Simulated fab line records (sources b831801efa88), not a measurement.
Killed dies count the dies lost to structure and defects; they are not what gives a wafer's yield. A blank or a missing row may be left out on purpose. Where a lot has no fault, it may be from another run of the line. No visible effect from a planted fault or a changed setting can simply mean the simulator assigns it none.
Chamber matching -- flow gf180mcu -- GF_CONTACT_ETCH_16 on rie_diel-02: 4 sister chambers
The step etches BARC in N2/H2. 4 wafers are shown with their chamber, then 7 later ones without.

## WAFERS WITH THEIR CHAMBER
wafer,chamber,h2_flow_sccm (sccm)
L748.1,0,198.8
L748.6,1,200.3
L751.1,2,200.6
L751.3,3,199.1

## WAFERS WHOSE CHAMBER IS MISSING
wafer,h2_flow_sccm (sccm)
L751.4,199.9
L753.1,199.2
L753.4,199.6
L753.5,200.1
L754.2,199.6
L754.3,200.3
L754.4,199.7

## CHAMBER TAKEN BY EACH
wafer,from the rows above,in truth
L751.4,can't be placed: 1 or 2 or 3 or 0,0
L753.1,can't be placed: 3 or 0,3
L753.4,can't be placed: 3 or 1 or 0 or 2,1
L753.5,can't be placed: 1 or 2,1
L754.2,can't be placed: 3 or 1 or 0 or 2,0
L754.3,can't be placed: 1 or 2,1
L754.4,can't be placed: 3 or 1 or 0 or 2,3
Correct placement for 0 of the 7. From these rows, 7 cannot be placed; in 7 the true chamber is one of the candidates. 0 placed wrongly.
How it was worked out, from the rows above alone: a wafer's distance from a chamber is the root of the sum, over the readings, of the square of ((its reading less the chamber's mean) divided by the reading's scatter). If the next closest chamber is less than 2 further off than the closest, the wafer can't be placed; otherwise it belongs to the closest. Each chamber's mean is taken over the wafers shown for it. The scatter: with one shown wafer a chamber, the root of the mean of the squares of how far each hidden wafer lies from its nearest shown one.
